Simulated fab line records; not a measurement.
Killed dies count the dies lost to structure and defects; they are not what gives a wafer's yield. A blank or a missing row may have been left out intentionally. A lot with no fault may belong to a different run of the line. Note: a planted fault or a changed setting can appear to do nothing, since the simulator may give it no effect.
fab line records | flow gf180mcu
[record] lots = 5 | wafers = 15 | last-day = 32
route steps=602 shown M1@324 V1@335
lots with no fault: from the same line, run without faults
start-h: hours from the record's opening day to when the first of the lot's shown wafers began | wait-h: hours since the lot's step before | " as in the row above | L1.1+2: several wafers, shown together as one row | - no value, or no start given | * or withheld: withheld | < > ~ a bound
route shown NAME@n: NAME is a module with steps in the file, n the number in the route of the first one | usual: average and standard deviation across the fault-free wafers | same: alike in all rows | chamber/n: place in a boat | sites: each site's reading | _std_site: the standard deviation of these | _edge_site: inner sites' mean taken away from outer sites' mean | radius-mm: for every site, how far away it sits from the centre of the wafer | mask NAME#n: copy n | behind: the last tool/chamber to shape the wafer | hold: why the lot was held/for how many hours/how that ended | device: the transistor (n, p or np) that didn't switch | end of line: at the end of the route, the tests of the same wafers | a step given without rows: its recipe and nothing more | killed: the dies lost at the first sort to structure and to defects; this is not the yield of the wafer | map: a wafer's dies, marking killed ones x, the rest . and places with no die _
set.NAME: the setting the step ran with; set.NAME@STEP: the setting that earlier step ran with | model.NAME: the simulator's own value behind a step, which no gauge read
lots at selected steps of the route; one table per step, one row per wafer
services: from which hour (start-h, from the record's first day; less than 0 if before it) a tool's chamber was out of use, for how many hours, and why
[[steps]]
[step GF_M1_COAT_09]
[recipe] resist = KrF | spin-rpm = withheld | resist-thk-nm = 1000
lot.wafer  | tool           | chamber | start-h | wait-h
L074.1+3+4 | litho-track-03 | 0       | 368.81  | 0.1
L076.3+5+6 | litho-track-02 | 0       | 388.63  | 0.1
L077.2+4+5 | litho-track-03 | 0       | 394.48  | 0.1
L085.1+5+6 | litho-track-02 | 0       | 478.38  | 0.1
L087.2+3+4 | litho-track-03 | 0       | 496.78  | 0.1
[step GF_M1_SOFTBAKE_10]
[recipe] temp-c = 130 | time-s = 60 | resist = KrF
lot.wafer  | tool           | chamber | start-h | wait-h
L074.1+3+4 | litho-track-03 | 0       | 368.96  | 0.1
L076.3+5+6 | litho-track-02 | 0       | 388.78  | 0.1
L077.2+4+5 | litho-track-03 | 0       | 394.63  | 0.1
L085.1+5+6 | litho-track-02 | 0       | 478.53  | 0.1
L087.2+3+4 | litho-track-03 | 0       | 496.93  | 0.1
[step GF_M1_EXPOSE_11]
[recipe] mask-id = Metal1 | target-cd-nm = 230 | na = 0.68 | source-shape = conventional | sigma-outer = 0.6 | dose-mj = 28
lot.wafer  | tool           | chamber | start-h | wait-h | mask
L074.1+3+4 | krf-scanner-02 | 0       | -       | -      | Metal1#0
L076.3+5+6 | krf-scanner-01 | 0       | -       | -      | Metal1#0
L077.2+4+5 | krf-scanner-01 | 0       | -       | -      | Metal1#0
L085.1+5+6 | krf-scanner-01 | 0       | -       | -      | Metal1#0
L087.2+3+4 | krf-scanner-02 | 0       | -       | -      | Metal1#0
[step GF_M1_PEB_12]
[recipe] peb-temp-c = 135 | peb-time-s = 90 | resist = KrF
lot.wafer  | tool           | chamber | start-h | wait-h
L074.1+3+4 | litho-track-03 | 0       | -       | -
L076.3+5+6 | litho-track-03 | 0       | -       | -
L077.2+4+5 | litho-track-02 | 0       | -       | -
L085.1+5+6 | litho-track-03 | 0       | -       | -
L087.2+3+4 | litho-track-04 | 0       | -       | -
[step GF_M1_DEVELOP_13]
[recipe] develop-time-s = 60 | dev-temp-c = 21
lot.wafer  | tool           | chamber | start-h | wait-h
L074.1+3+4 | litho-track-03 | 0       | 379.76  | 0.2
L076.3+5+6 | litho-track-03 | 0       | 400.36  | 0.1
L077.2+4+5 | litho-track-02 | 0       | 405.95  | 0.2
L085.1+5+6 | litho-track-03 | 0       | 490.21  | 0.2
L087.2+3+4 | litho-track-04 | 0       | 508.67  | 0.2
[step GF_M1_CD_MEAS_14]
[recipe] target-cd-nm = 230
[usual] cd-nm = 230.0/1
lot.wafer | tool      | chamber | start-h | wait-h | cd-nm
L074.1    | cd-sem-01 | -       | 379.91  | 0.1    | 230.3
L074.3    | "         | -       | "       | "      | 230.5
L074.4    | "         | -       | "       | "      | 230.1
L076.3    | cd-sem-02 | -       | 400.50  | 0.1    | 232.7
L076.5    | "         | -       | "       | "      | 232.1
L076.6    | "         | -       | "       | "      | 231.7
L077.2    | cd-sem-01 | -       | 406.10  | 0.1    | 229.8
L077.4    | "         | -       | "       | "      | 229.3
L077.5    | "         | -       | "       | "      | 231.3
L085.1    | cd-sem-02 | -       | 490.36  | 0.1    | 229.1
L085.5    | "         | -       | "       | "      | 230.1
L085.6    | "         | -       | "       | "      | 231.4
L087.2    | cd-sem-01 | -       | 508.81  | 0.1    | 228.8
L087.3    | "         | -       | "       | "      | 227.7
L087.4    | "         | -       | "       | "      | 229.1
[step GF_M1_OVL_MEAS_15]
[usual] M1_OVL = 0/5.8
lot.wafer | tool       | chamber | start-h | wait-h | M1_OVL[nm]
L074.1    | overlay-01 | -       | 380.03  | 0.1    | 6
L074.3    | "          | -       | "       | "      | 1
L074.4    | "          | -       | "       | "      | 6
L076.3    | overlay-01 | -       | 400.59  | 0.1    | -5
L076.5    | "          | -       | "       | "      | -4
L076.6    | "          | -       | "       | "      | 3
L077.2    | overlay-02 | -       | 406.20  | 0.1    | 1
L077.4    | "          | -       | "       | "      | 4
L077.5    | "          | -       | "       | "      | -3
L085.1    | overlay-01 | -       | 490.48  | 0.1    | -3
L085.5    | "          | -       | "       | "      | -2
L085.6    | "          | -       | "       | "      | -2
L087.2    | overlay-02 | -       | 508.92  | 0.1    | 4
L087.3    | "          | -       | "       | "      | 6
L087.4    | "          | -       | "       | "      | 6
[step GF_M1_METAL_ETCH_16]
[recipe] chemistry = Cl2/BCl3 | mask-material = KrF | target-depth-nm = 750.8 | stop-on = SiO2 | pressure-mtorr = 8 | icp-w = 800 | bias-w = 140 | Cl2_flow_sccm = 80 | bcl3-flow-sccm = 40 | time-s = 125.1
[usual] bias-w = 140.0/0.45 | drypump-motor-current-A = 5.7/0.45 | oes-product-au = 0.990/0.0054 | throttle-valve-pct = 28.230/0.0096
lot.wafer | tool         | chamber | start-h | wait-h | bias-w | drypump-motor-current-A | oes-product-au | rf-hours-counter-h | throttle-valve-pct
L074.1    | rie-metal-01 | 0       | 380.06  | 0.0    | 139.8  | 5.9                     | 0.990          | 6.0                | 28.210
L074.3    | "            | 1       | "       | "      | 139.1  | 6.2                     | 0.996          | -                  | 28.223
L074.4    | "            | 0       | "       | "      | 139.5  | 5.9                     | 0.988          | -                  | 28.243
L076.3    | rie-metal-04 | 1       | 400.66  | 0.1    | 139.7  | 4.8                     | 0.994          | -                  | 28.213
L076.5    | "            | 1       | "       | "      | 140.1  | 4.8                     | 0.985          | -                  | 28.231
L076.6    | "            | 0       | "       | "      | 140.3  | 5.9                     | 0.992          | -                  | 28.221
L077.2    | rie-metal-03 | 0       | 406.23  | 0.0    | 139.1  | 5.8                     | 0.984          | 5.0                | 28.249
L077.4    | "            | 0       | "       | "      | 140.4  | 5.8                     | 0.982          | -                  | 28.221
L077.5    | "            | 0       | "       | "      | 139.4  | 5.8                     | 0.990          | -                  | 28.225
L085.1    | rie-metal-03 | 0       | 490.51  | 0.0    | 140.4  | 5.8                     | 0.992          | 7.2                | 28.229
L085.5    | "            | 0       | "       | "      | 140.3  | 5.8                     | 0.993          | -                  | 28.232
L085.6    | "            | 0       | "       | "      | 140.2  | 5.8                     | 0.984          | -                  | 28.241
L087.2    | rie-metal-04 | 0       | 508.95  | 0.0    | 139.6  | 5.9                     | 0.991          | 7.6                | 28.231
L087.3    | "            | 0       | "       | "      | 140.1  | 5.9                     | 0.989          | -                  | 28.224
L087.4    | "            | 1       | "       | "      | 140.6  | 4.8                     | 1.002          | -                  | 28.233
[step GF_M1_STRIP_17]
[recipe] chemistry = O2/N2 | power-w = 1400 | pressure-mtorr = 1500 | platen-temp-c = 250 | o2-flow-sccm = 3000 | n2-flow-sccm = 300 | overash-fraction = 0.5
[usual] drypump-motor-current-A = 6.14/0.29 | heater-power-w = 331/33 | oes-product-au = 0.538/0.0049 | platen-temp-c = 249.98/0.14 | strip-time-to-endpoint-s = 7.38/0.046
lot.wafer | tool            | chamber | start-h | wait-h | drypump-motor-current-A | heater-power-w | oes-product-au | platen-temp-c | rf-hours-counter-h | strip-time-to-endpoint-s
L074.1    | plasma-asher-03 | 0       | 380.19  | 0.1    | 6.12                    | 324            | 0.541          | 250.19        | 63                 | 7.37
L074.3    | "               | 0       | "       | "      | 6.08                    | 331            | 0.536          | 249.90        | -                  | 7.32
L074.4    | "               | 1       | "       | "      | 6.41                    | 282            | 0.537          | 250.03        | -                  | 7.36
L076.3    | plasma-asher-03 | 1       | 400.78  | 0.1    | 6.42                    | 275            | 0.528          | 249.84        | -                  | 7.34
L076.5    | "               | 1       | "       | "      | 6.43                    | 285            | 0.528          | 249.91        | -                  | 7.29
L076.6    | "               | 0       | "       | "      | 6.09                    | 338            | 0.536          | 250.09        | -                  | 7.44
L077.2    | plasma-asher-04 | 0       | 406.36  | 0.1    | 5.51                    | 297            | 0.539          | 250.06        | 77                 | 7.40
L077.4    | "               | 1       | "       | "      | 6.17                    | 346            | 0.539          | 249.57        | -                  | 7.40
L077.5    | "               | 1       | "       | "      | 6.19                    | 338            | 0.539          | 249.82        | -                  | 7.39
L085.1    | plasma-asher-04 | 1       | 490.77  | 0.2    | 6.16                    | 331            | 0.543          | 249.84        | 6                  | 7.40
L085.5    | "               | 0       | "       | "      | 5.48                    | 316            | 0.539          | 249.80        | -                  | 7.41
L085.6    | "               | 1       | "       | "      | 6.15                    | 330            | 0.540          | 249.88        | -                  | 7.42
L087.2    | plasma-asher-04 | 0       | 509.08  | 0.1    | 5.51                    | 313            | 0.535          | 249.84        | 8                  | 7.37
L087.3    | "               | 1       | "       | "      | 6.20                    | 333            | 0.538          | 249.78        | -                  | 7.39
L087.4    | "               | 0       | "       | "      | 5.48                    | 314            | 0.541          | 250.11        | -                  | 7.32
[step GF_M1_STRIP_18]
[recipe] chemistry = post-etch-residue-remover | time-s = 1200 | temp-c = 72.5
lot.wafer  | tool         | chamber | start-h | wait-h
L074.1+3+4 | wet-bench-02 | 1       | 380.29  | 0.1
L076.3+5+6 | wet-bench-02 | 1       | 400.84  | 0.0
L077.2+4+5 | wet-bench-02 | 1       | 406.46  | 0.1
L085.1+5+6 | wet-bench-01 | 0       | 490.87  | 0.1
L087.2+3+4 | wet-bench-01 | 3       | 509.18  | 0.1
[step GF_M1_CLEAN_19]
[recipe] chemistry = DIW | dry = n2-spin
lot.wafer  | tool         | chamber | start-h | wait-h
L074.1+3+4 | wet-bench-01 | 3       | 380.63  | 0.0
L076.3+5+6 | wet-bench-01 | 2       | 401.22  | 0.0
L077.2+4+5 | wet-bench-03 | 1       | 406.84  | 0.0
L085.1+5+6 | wet-bench-03 | 2       | 491.21  | 0.0
L087.2+3+4 | wet-bench-03 | 0       | 509.55  | 0.0
[step GF_V1_CVD_00]
[recipe] material = SiO2 | target-thk-nm = 600 | sigma-open-frac = 0.3 | temp-c = 400 | time-s = 100 | sih4-flow-sccm = 60 | pressure-mtorr = 6
lot.wafer  | tool      | chamber | start-h | wait-h
L074.1+3+4 | hdpcvd-01 | 1,0,0   | 380.73  | 0.0
L076.3+5+6 | hdpcvd-02 | 1,2,0   | 401.31  | 0.0
L077.2+4+5 | hdpcvd-01 | 1,1,2   | 406.93  | 0.0
L085.1+5+6 | hdpcvd-02 | 1,0,1   | 491.30  | 0.0
L087.2+3+4 | hdpcvd-02 | 0,2,0   | 509.64  | 0.0
[step GF_V1_THK_MEAS_01]
[recipe] reads = SiO2_of_V1_CVD_00
[usual] V1_CVD_00_THK = 604/6.6
lot.wafer | tool          | chamber | start-h | wait-h | V1_CVD_00_THK[nm]
L074.1    | film-metro-02 | -       | 380.80  | 0.0    | 611
L074.3    | "             | -       | "       | "      | 603
L074.4    | "             | -       | "       | "      | 607
L076.3    | film-metro-01 | -       | 401.40  | 0.1    | 599
L076.5    | "             | -       | "       | "      | 603
L076.6    | "             | -       | "       | "      | 603
L077.2    | film-metro-01 | -       | 407.01  | 0.0    | 605
L077.4    | "             | -       | "       | "      | 610
L077.5    | "             | -       | "       | "      | 607
L085.1    | film-metro-02 | -       | 491.38  | 0.0    | 599
L085.5    | "             | -       | "       | "      | 595
L085.6    | "             | -       | "       | "      | 605
L087.2    | film-metro-02 | -       | 509.72  | 0.0    | 602
L087.3    | "             | -       | "       | "      | 607
L087.4    | "             | -       | "       | "      | 602
[step GF_V1_CVD_02]
[recipe] material = SiO2 | target-thk-nm = 850 | precursor = TEOS | temp-c = 400 | time-s = 94.851 | rf-w = 600
[usual] heater-power-w = 598/110
lot.wafer | tool     | chamber | start-h | wait-h | heater-power-w
L074.1    | pecvd-02 | 1       | 380.86  | 0.1    | 702
L074.3    | "        | 0       | "       | "      | 729
L074.4    | "        | 0       | "       | "      | 585
L076.3    | pecvd-03 | 1       | 401.44  | 0.0    | 505
L076.5    | "        | 2       | "       | "      | 497
L076.6    | "        | 0       | "       | "      | 622
L077.2    | pecvd-04 | 2       | 407.06  | 0.0    | 744
L077.4    | "        | 1       | "       | "      | 571
L077.5    | "        | 0       | "       | "      | 540
L085.1    | pecvd-04 | 0       | 491.44  | 0.1    | 636
L085.5    | "        | 0       | "       | "      | 664
L085.6    | "        | 2       | "       | "      | 811
L087.2    | pecvd-04 | 2       | 509.77  | 0.0    | 848
L087.3    | "        | 0       | "       | "      | 591
L087.4    | "        | 0       | "       | "      | 661
[step GF_V1_THK_MEAS_03]
[recipe] reads = SiO2_of_V1_CVD_02
[usual] V1_CVD_02_THK = 855/12
lot.wafer | tool          | chamber | start-h | wait-h | V1_CVD_02_THK[nm]
L074.1    | film-metro-04 | -       | 380.93  | 0.0    | 846
L074.3    | "             | -       | "       | "      | 849
L074.4    | "             | -       | "       | "      | 860
L076.3    | film-metro-04 | -       | 401.53  | 0.1    | 855
L076.5    | "             | -       | "       | "      | 853
L076.6    | "             | -       | "       | "      | 867
L077.2    | film-metro-04 | -       | 407.14  | 0.0    | 844
L077.4    | "             | -       | "       | "      | 843
L077.5    | "             | -       | "       | "      | 858
L085.1    | film-metro-01 | -       | 491.51  | 0.0    | 852
L085.5    | "             | -       | "       | "      | 863
L085.6    | "             | -       | "       | "      | 857
L087.2    | film-metro-01 | -       | 509.85  | 0.0    | 835
L087.3    | "             | -       | "       | "      | 838
L087.4    | "             | -       | "       | "      | 863
[[services]]
tool            | chamber | start-h | hours | kind
rie-metal-03    | 0       | 347.48  | 5.5   | repair
krf-scanner-02  | -       | 358.30  | 1.0   | pm
krf-scanner-01  | -       | 359.58  | 0.5   | repair
pecvd-04        | -       | 365.60  | 1.1   | repair
pecvd-04        | 2       | 366.09  | 10.0  | repair
krf-scanner-01  | -       | 368.33  | 1.3   | pm
pecvd-04        | -       | 368.88  | 14.0  | pm
krf-scanner-01  | -       | 371.33  | 0.3   | repair
rie-metal-03    | -       | 374.82  | 5.5   | repair
krf-scanner-02  | -       | 376.75  | 1.3   | pm
rie-metal-03    | 0       | 378.64  | 2.2   | repair
hdpcvd-02       | -       | 396.61  | 2.8   | pm
plasma-asher-04 | -       | 406.47  | 3.2   | repair
wet-bench-02    | -       | 407.98  | 3.9   | repair
plasma-asher-04 | -       | 421.25  | 9.0   | pm
plasma-asher-03 | -       | 430.90  | 1.2   | repair
pecvd-02        | -       | 432.33  | 0.6   | repair
plasma-asher-03 | -       | 432.44  | 2.4   | repair
plasma-asher-04 | -       | 433.67  | 2.7   | repair
krf-scanner-01  | -       | 448.00  | 0.8   | pm
krf-scanner-01  | -       | 448.81  | 6.5   | repair
pecvd-04        | -       | 483.19  | 4.3   | pm
hdpcvd-01       | -       | 494.77  | 6.0   | pm
krf-scanner-01  | -       | 497.83  | 1.0   | pm
[[key]]
fault none
